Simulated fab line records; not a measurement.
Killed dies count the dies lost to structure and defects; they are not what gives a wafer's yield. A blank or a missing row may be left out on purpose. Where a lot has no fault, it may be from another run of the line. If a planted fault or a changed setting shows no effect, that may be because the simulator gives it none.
Code-filled problem report in 8D (eight disciplines) form ; flow gf180mcu ; the parts of the form that need people (team, actions taken, sign-off) are left out

1. WHAT WENT WRONG
Mean V5_W_RS at GF_V5_RS_MEAS_24: 0.424 ohm/sq over 3 wafers in 2 lots; fault-free wafers: 0.325 ohm/sq, standard deviation 0.0034. Measured from the usual mean, that is +29 standard deviations.
The step: measures by four-point-probe.
Earliest sighting: wafer L327.1 on film-metro-02 at day 30 01:20. The record holds 33 wafers of 11 lots with a number at this step. Rule for "out", or "out of limits": more than 4 standard deviations from the usual mean. All remaining wafers that have a number are taken as sound.

2. WHAT IT IS, AND WHAT IT ISN'T
question;is;is not
which readings at this step;V5_W_RS;-
which lots;L327, L329;L319, L320, L321, L322, L323, L332, L334, L335, L340
which wafers of those lots;L327.1, L327.3, L329.3;L327.4, L329.2, L329.4
read on which gauges;film-metro-02;film-metro-01, film-metro-04
when;from day 30 01:20;"up to then (16 sound wafers); but 14 sound wafers of L329, L332, L334, L335, L340 came after"

3. SUSPECTS, AND WHAT RULES EACH OUT
Counting: if a tool at a process step up to the reading ran every lot that is out, it stays a suspect. Sound lots after the first of them don't rule it out here, since some wafers of a struck lot are sound.
- the gauge at GF_V5_RS_MEAS_24: kept. All the wafers that are out were read on film-metro-02, and no step on other tools shows them out.
- cmp-02 at GF_V5_CMP_04 (polishes SiO2): kept. It ran every lot that is out, first L327 (day 29 04:04); its last sound lot up to then is L323 (day 28 00:15).
- cvd-w-01 at GF_V5_CVD_23 (deposits W, target thk 350 nm, time 104.9 s): kept. It ran every lot that is out, first L327 (day 30 01:13); its last sound lot up to then is L323 (day 28 20:41).
- At GF_V5_CVD_23 on cvd-w-01, chamber 1 took the sound wafers of the same lots and chamber 0 took the wafers that are out.
The count leaves cmp-02 at GF_V5_CMP_04, cvd-w-01 at GF_V5_CVD_23, and film-metro-02 at GF_V5_RS_MEAS_24.

4. THE CAUSE (what the simulator had put in)
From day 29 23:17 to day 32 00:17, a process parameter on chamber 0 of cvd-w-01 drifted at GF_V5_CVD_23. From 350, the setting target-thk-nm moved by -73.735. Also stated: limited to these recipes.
Counting leaves 3 suspects; this tool is one of them.

5. THE CHAIN OF EFFECTS, in route order
Each row: a reading whose mean over the struck wafers that have a number lies more than 3 standard deviations from the usual. Only readings whose record carries a usual standard deviation are examined. hours: median over the lots of the time between each lot's start at the first step of this table that gives one and its start at this step. sigmas: the change, counted in usual standard deviations.
hours;step;reading;usual;on struck wafers;change;sigmas
0;GF_V5_RS_MEAS_24;V5_W_RS;0.325 ohm/sq;0.424;+0.099;+29
0;GF_V5_THK_MEAS_25;V5_W_THK;350 nm;268;-82;-17
0;GF_V5_CMP_26;time-to-endpoint-s;86 s;68;-18;-3.8
Its process steps:
- GF_V5_CMP_26: polishes, stops on SiO2, t overpolish 15 s, target thk 0 nm.

6. WHAT WOULD HAVE CAUGHT IT SOONER
Counted from the fault's start at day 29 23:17, it took 2 hours until the first out-of-limits reading at a measuring or inspecting step in this record, taken at day 30 01:20.
No tool reading at GF_V5_CVD_23 that has a usual standard deviation in the record was out on any struck wafer, so an alarm limit of 4 standard deviations on those readings would not have fired.
Of the lots that are out (2), L329 began GF_V5_CVD_23 on cvd-w-01 after day 30 01:20. A hold on the tool at that time would have spared it.
